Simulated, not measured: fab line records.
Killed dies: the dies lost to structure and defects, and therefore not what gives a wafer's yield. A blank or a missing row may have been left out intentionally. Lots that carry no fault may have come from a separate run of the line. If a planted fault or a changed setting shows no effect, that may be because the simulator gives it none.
Which tool is to blame? | flow sky130 | Sampling: 13 lots, 39 wafers, 3 of 708 route steps

WHAT THE GAUGES SHOWED, per wafer
SKY_VIA1_BOW_MEAS_03. Usual: VIA1_BOW typically reads 80 um, with standard deviation 7.
lot  | measured     | on            | VIA1_BOW (um) | flag
L227 | day 32 17:56 | film-metro-04 | 75 76 82      |
L228 | day 33 07:40 | film-metro-02 | 82 91 73      |
L230 | day 34 03:10 | film-metro-01 | 82 75 98      |
L233 | day 34 19:37 | film-metro-02 | 79 79 89      |
L239 | day 36 18:08 | film-metro-02 | 78 93 83      |
L241 | day 37 05:16 | film-metro-01 | 77 83 83      |
L243 | day 37 23:27 | film-metro-04 | 76 76 80      |
L244 | day 38 02:35 | film-metro-02 | 76 75 79      |
L245 | day 38 09:35 | film-metro-01 | 79 84 80      |
L246 | day 38 11:38 | film-metro-02 | 79 82 80      |
L248 | day 39 01:50 | film-metro-02 | 89 78 76      |
L249 | day 39 04:01 | film-metro-02 | 78 77 77      |
L250 | day 39 14:40 | film-metro-04 | 73 76 87      |

SKY_VIA2_THK_MEAS_01. Usual: VIA2_HDPCVD_THK typically reads 1180 nm, with standard deviation 10.
lot  | measured     | on            | VIA2_HDPCVD_THK (nm) | flag
L227 | day 35 00:29 | film-metro-03 | 1184 1180 1168       |
L228 | day 35 13:50 | film-metro-03 | 1164 1175 1172       |
L230 | day 36 09:15 | film-metro-03 | 1186 1162 1177       |
L233 | day 37 00:37 | film-metro-01 | 1188 1195 1177       |
L239 | day 38 23:44 | film-metro-03 | 1175 1181 1185       |
L241 | day 39 10:17 | film-metro-02 | 1197 1190 1200       |
L243 | day 40 03:27 | film-metro-03 | 1193 1185 1195       |
L244 | day 40 06:53 | film-metro-03 | 1172 1186 1171       |
L245 | day 40 13:28 | film-metro-03 | 1174 1183 1185       |
L246 | day 40 15:29 | film-metro-01 | 1188 1180 1171       |
L248 | day 41 06:25 | film-metro-03 | 1193 1189 1188       |
L249 | day 41 08:14 | film-metro-03 | 1181 1175 1205       |
L250 | day 41 18:21 | film-metro-01 | 1179 1175 1185       |

WHAT TOOL EACH LOT RAN ON (gives the tool, then ch and the chambers of the sampled wafers, and finally the start)
lot  | SKY_VIA1_SPUTTER_20
L227 | pvd-sputter-03, day 33 20:50
L228 | pvd-sputter-02, day 34 10:23
L230 | pvd-sputter-02, day 35 06:05
L233 | pvd-sputter-02, day 35 21:52
L239 | pvd-sputter-02, day 37 20:58
L241 | pvd-sputter-04, day 38 07:21
L243 | pvd-sputter-04, day 39 00:38
L244 | pvd-sputter-03, day 39 04:31
L245 | pvd-sputter-04, day 39 11:01
L246 | pvd-sputter-02, day 39 13:31
L248 | pvd-sputter-04, day 40 04:03
L249 | pvd-sputter-02, day 40 06:01
L250 | pvd-sputter-04, day 40 16:25
- SKY_VIA1_SPUTTER_20: material TiN, target thk 20 nm, time 80 s.

WHAT THE TOOLS THEMSELVES READ (means of the sampled wafers that have a number; where no wafer has one, the mark that the record gives instead)
SKY_VIA1_SPUTTER_20. Usual: throttle-valve-pct 29.8 %, standard deviation 1.2.
lot  | tool           | throttle-valve-pct (%) | flag
L227 | pvd-sputter-03 | 30.5                   |
L228 | pvd-sputter-02 | 29.6                   |
L230 | pvd-sputter-02 | 30.1                   |
L233 | pvd-sputter-02 | 29.5                   |
L239 | pvd-sputter-02 | 29.4                   |
L241 | pvd-sputter-04 | 30.5                   |
L243 | pvd-sputter-04 | 29.8                   |
L244 | pvd-sputter-03 | 30.7                   |
L245 | pvd-sputter-04 | 29.5                   |
L246 | pvd-sputter-02 | 29.8                   |
L248 | pvd-sputter-04 | 29.6                   |
L249 | pvd-sputter-02 | 29.8                   |
L250 | pvd-sputter-04 | 29.9                   |

THE ANSWER, worked out from the rows above alone
Rule: a lot is off if the mean of its wafers that have a number lies more than 3 standard deviations from the usual mean. Also off: a lot with no number at a reading for which 4 or more lots have one. The other lots that the step has rows for count as sound. The gauges are gone through in route order, then the tools' own readings, and for those a lot's mean is taken as printed above. At the first step where some lot is off, the reading lying furthest off is the one used; lots without a number count as furthest.
Across all readings shown, no lot is off: no conclusion can be drawn from this.

WHAT THE SIMULATOR HAD INSERTED
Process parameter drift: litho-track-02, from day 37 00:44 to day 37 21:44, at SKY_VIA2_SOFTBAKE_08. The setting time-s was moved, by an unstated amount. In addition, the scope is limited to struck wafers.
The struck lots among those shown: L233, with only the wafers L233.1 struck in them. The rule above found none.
